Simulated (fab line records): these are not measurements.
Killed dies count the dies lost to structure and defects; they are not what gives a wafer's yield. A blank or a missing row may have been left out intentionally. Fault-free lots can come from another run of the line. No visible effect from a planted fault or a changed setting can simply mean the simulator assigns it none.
Comparing a struck lot with a sound one    flow sky130    24 steps out of a route of 708
Sound: the wafers L437.3, L437.4, L437.6. Wafers L448.1, L448.4, L448.5 were the ones struck. The cause is given at the end.
Order at every step that has rows: each side's tool, ch and its chambers, its first start. Under that, the readings that differ: sound wafers    struck wafers    difference of the means    sigmas: that difference in standard deviations of wafers without a fault.
alike: same words and numbers on both sides, and readings whose means sit less than 2 such deviations apart. not compared: any withheld reading, any reading some wafer has no value for, any bound like >300 that may hide the same value, and any number with overlapping values for which the record gives no deviation.
The two part at a step that has a row with sigmas, a row that says differs or no value, or rows on one side only. When numbers do not overlap yet have no deviation, they are printed without sigmas and do not part them. Lack of a reading on every wafer of one side parts them only where that side has two or more wafers.

SKY_LI_CONTACT_SPUTTER_19: material Ti, target thk 20 nm, time 106.37 s.
  sound: pvd sputter-04 at day 32 05:48; struck: pvd sputter-04 at day 35 15:32
  alike: throttle valve pct
then, 1 step without rows for these wafers: SKY_LI_CONTACT_SPUTTER_20 (material TiN, target thk 20 nm, time 80 s).
SKY_LI_CONTACT_CVD_21: deposits W, target thk 400 nm, time 120.56 s.
  sound on cvd w-01 ch 0,1, day 32 05:59; struck on cvd w-01 ch 0,1, day 35 15:40
  alike: chamber pressure Torr, heater power outer w, heater power w
  not compared: since wet clean h
SKY_LI_CONTACT_RS_MEAS_22: measures by four-point-probe.
  sound: film metro-01 at day 32 06:07; struck: film metro-01 at day 35 15:47
  alike: LI_CONTACT_W_RS
SKY_LI_CONTACT_THK_MEAS_23: measures by xrf.
  sound: film metro-01 at day 32 06:13; struck: film metro-01 at day 35 15:55
  alike: LI_CONTACT_W_THK
SKY_LI_CONTACT_CMP_24: polishes, stops on PSG, t overpolish 20 s, target thk 0 nm.
  sound on cmp-01 ch 2,3, day 32 06:18; struck on cmp-01 ch 0,2, day 35 15:58
  alike: motor current A, overpolish run s, time to endpoint s
SKY_LOCAL_INTERCONNECT_SPUTTER_00: material TiN, target thk 100 nm, time 83.3 s.
  sound: pvd sputter-03 at day 32 06:33; struck: pvd sputter-04 at day 35 16:16
  alike: throttle valve pct
SKY_LOCAL_INTERCONNECT_RS_MEAS_01: measures by four-point-probe.
  sound: film metro-03 at day 32 06:39; struck: film metro-01 at day 35 16:20
reading                             sound              struck             difference  sigmas
LOCAL_INTERCONNECT_TIN_RS (ohm/sq)  14.22 14.30 14.22  13.87 13.86 13.88  -0.38       -3
SKY_LOCAL_INTERCONNECT_THK_MEAS_02: measures by xrf.
  sound: film metro-03 at day 32 06:45; struck: film metro-01 at day 35 16:28
reading                          sound           struck             difference  sigmas
LOCAL_INTERCONNECT_TIN_THK (nm)  98.0 97.6 98.2  101.0 101.3 101.0  +3.2        +3
then, 3 steps without rows for these wafers: SKY_LOCAL_INTERCONNECT_DEHYDRATE_03 (time 60 s); SKY_LOCAL_INTERCONNECT_HMDS_04 (prime time 60 s); SKY_LOCAL_INTERCONNECT_COAT_05 (resist thk 60 nm).
SKY_LOCAL_INTERCONNECT_COAT_06: resist thk 450 nm.
  sound on litho track-04 ch 0, day 32 19:00; struck on litho track-04 ch 0, day 36 05:00
reading                                                    sound              struck           difference  sigmas
model.KrF-thick_of_LOCAL_INTERCONNECT_COAT_06.thk nm (nm)  451.5 449.9 450.9  414.6 414 414.2  -36.5       
  alike: dispense pressure kPa, exhaust pa, resist line temp C
then, 4 steps without rows for these wafers: SKY_LOCAL_INTERCONNECT_SOFTBAKE_07 (time 90 s); SKY_LOCAL_INTERCONNECT_EXPOSE_08 (exposes mask LI1M, target cd 170 nm); SKY_LOCAL_INTERCONNECT_PEB_09; SKY_LOCAL_INTERCONNECT_DEVELOP_10 (develop time 60 s).
SKY_LOCAL_INTERCONNECT_CD_MEAS_11 targets a cd of 170 nm.
  sound: cd sem-02 at day 33 08:57; struck: cd sem-01 at day 36 17:18
  alike: cd nm
SKY_LOCAL_INTERCONNECT_OVL_MEAS_12:
  sound: overlay-02 at day 33 09:02; struck: overlay-01 at day 36 17:25
  alike: LOCAL_INTERCONNECT_OVL
SKY_LOCAL_INTERCONNECT_ETCH_13: etches BARC in N2/H2, stops on SiO2, time 45.9 s, target depth 60 nm.
  sound on rie metal-03 ch 0, day 33 09:07; struck on rie metal-02 ch 0, day 36 17:28
reading                      sound        struck       difference  sigmas
drypump motor current A (A)  5.6 5.5 5.5  6.4 6.4 6.4  +0.9        +2
  alike: oes product au, throttle valve pct
  not compared: rf hours counter h
SKY_LOCAL_INTERCONNECT_METAL_ETCH_14: etches TiN in Cl2/BCl3, stops on PSG, target depth 110 nm, time 31.4 s.
  sound on rie metal-03 ch 0, day 33 09:14; struck on rie metal-02 ch 0, day 36 17:35
reading                                                    sound            struck             difference  sigmas
drypump motor current A (A)                                5.5 5.5 5.5      6.4 6.4 6.4        +0.9        +2
model.KrF-thick_of_LOCAL_INTERCONNECT_COAT_06.thk nm (nm)  349 347.8 348.3  312.3 311.3 311.4  -36.7       
  alike: oes product au, throttle valve pct
  not compared: rf hours counter h
SKY_LOCAL_INTERCONNECT_STRIP_15: strips in O2/N2.
  sound on plasma asher-04 ch 0,1, day 33 09:20; struck on plasma asher-04 ch 0,1, day 36 17:41
reading                       sound              struck             difference  sigmas
oes product au (a.u.)         0.436 0.430 0.434  0.418 0.408 0.406  -0.023      -5
strip time to endpoint s (s)  4.734 4.736 4.719  4.333 4.333 4.324  -0.400      -21
  alike: drypump motor current A
  not compared: rf hours counter h
then, 1 step without rows for these wafers: SKY_LOCAL_INTERCONNECT_STRIP_16 (strips in post etch residue remover, time 1200 s).
-- record jumps: 14 days separate the struck wafers' starts on either side; left off in module LOCAL_INTERCONNECT, taken up again in module PAD_OPEN, whose first shown step is the route's number 708 --
SKY_PAD_OPEN_PROBE_99:
  sound: prober-01 at day 48 01:46; struck: prober-01 at day 50 10:50
  alike: killed_at_M0_to_M3, killed_at_M4_up, killed at contacts, killed at front end, killed at other, killed dies, killed on rim, killed open, killed short

== WHERE THEY PART ==
First at SKY_LOCAL_INTERCONNECT_RS_MEAS_01; last, within this record, at SKY_LOCAL_INTERCONNECT_STRIP_15. Later steps at which nothing parts them and some readings are alike: SKY_PAD_OPEN_PROBE_99.

WHY: the cause the simulator had injected
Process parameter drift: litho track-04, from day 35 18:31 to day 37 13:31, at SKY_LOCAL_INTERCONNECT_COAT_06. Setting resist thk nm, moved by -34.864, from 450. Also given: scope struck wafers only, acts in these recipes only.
